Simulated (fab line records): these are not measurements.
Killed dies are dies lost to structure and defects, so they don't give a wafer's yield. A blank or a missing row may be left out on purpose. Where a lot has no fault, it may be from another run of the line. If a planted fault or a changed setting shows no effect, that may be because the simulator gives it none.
A single fault, viewed from 2 desks / flow gf180mcu / what lay behind the numbers comes last; until then each desk has only its own

== THE METROLOGY DESK ==
What the gauges read, lot by lot, whatever tool the lot ran on: means of the sampled wafers that have a number. Any lot whose mean is over 4 standard deviations away from the usual mean is out of limits and marked OUT; that distance is given in the brackets.
Columns: A = V5_W_THK at GF_V5_THK_MEAS_25, usual 345 nm
lot=L154; first seen here=day 27 22:14; A=343
lot=L156; first seen here=day 28 22:26; A=343
lot=L157; first seen here=day 28 23:57; A=347
lot=L159; first seen here=day 29 20:13; A=349
lot=L164; first seen here=day 31 00:04; A=348
lot=L165; first seen here=day 31 08:43; A=337
lot=L168; first seen here=day 32 04:12; A=342
lot=L169; first seen here=day 32 18:01; A=344
lot=L172; first seen here=day 33 05:26; A=351
lot=L174; first seen here=day 33 14:51; A=343
lot=L173; first seen here=day 33 15:44; A=349
lot=L175; first seen here=day 33 20:21; A=347
lot=L176; first seen here=day 34 05:10; A=352
This desk's verdict: no lot among the 13 shows anything out of limits.

== FOR THE TOOL OWNER'S DESK: plasma asher-04 ==
The tool's own readings at GF_M1_STRIP_17 (strips in O2/N2): means of the sampled wafers that have a number, for each lot that ran on this tool. Any lot whose mean is over 4 standard deviations away from the usual mean is out of limits and marked OUT; that distance is given in the brackets.
Columns: A = chamber pressure mTorr at GF_M1_STRIP_17, usual 1500.2 mTorr; B = drypump motor current A at GF_M1_STRIP_17, usual 5.6 A; C = heater power w at GF_M1_STRIP_17, usual 337 W; D = oes product au at GF_M1_STRIP_17, usual 0.537 a.u.; E = strip time to endpoint s at GF_M1_STRIP_17, usual 7.38 s
lot=L154; first seen here=day 17 17:37; A=1501.1; B=5.6; C=346; D=0.543; E=7.42
lot=L159; first seen here=day 20 03:13; A=1500.8; B=5.6; C=343; D=0.535; E=7.41
lot=L164; first seen here=day 21 13:16; A=1500.5; B=5.9; C=331; D=0.533; E=7.37
lot=L165; first seen here=day 21 23:37; A=1501.2; B=6.2; C=319; D=0.538; E=7.46
lot=L174; first seen here=day 25 01:38; A=1499.5; B=5.9; C=332; D=0.541; E=7.29
lot=L173; first seen here=day 25 02:16; A=1500.3; B=5.9; C=332; D=0.536; E=7.39
This desk's verdict: no lot among the 6 shows anything out of limits.

== ALL TOGETHER ==
Metrology desk: nothing out of limits seen.
Nothing out of limits was seen by the tool owner's desk.

== WHAT WAS PUT IN BY THE SIMULATOR ==
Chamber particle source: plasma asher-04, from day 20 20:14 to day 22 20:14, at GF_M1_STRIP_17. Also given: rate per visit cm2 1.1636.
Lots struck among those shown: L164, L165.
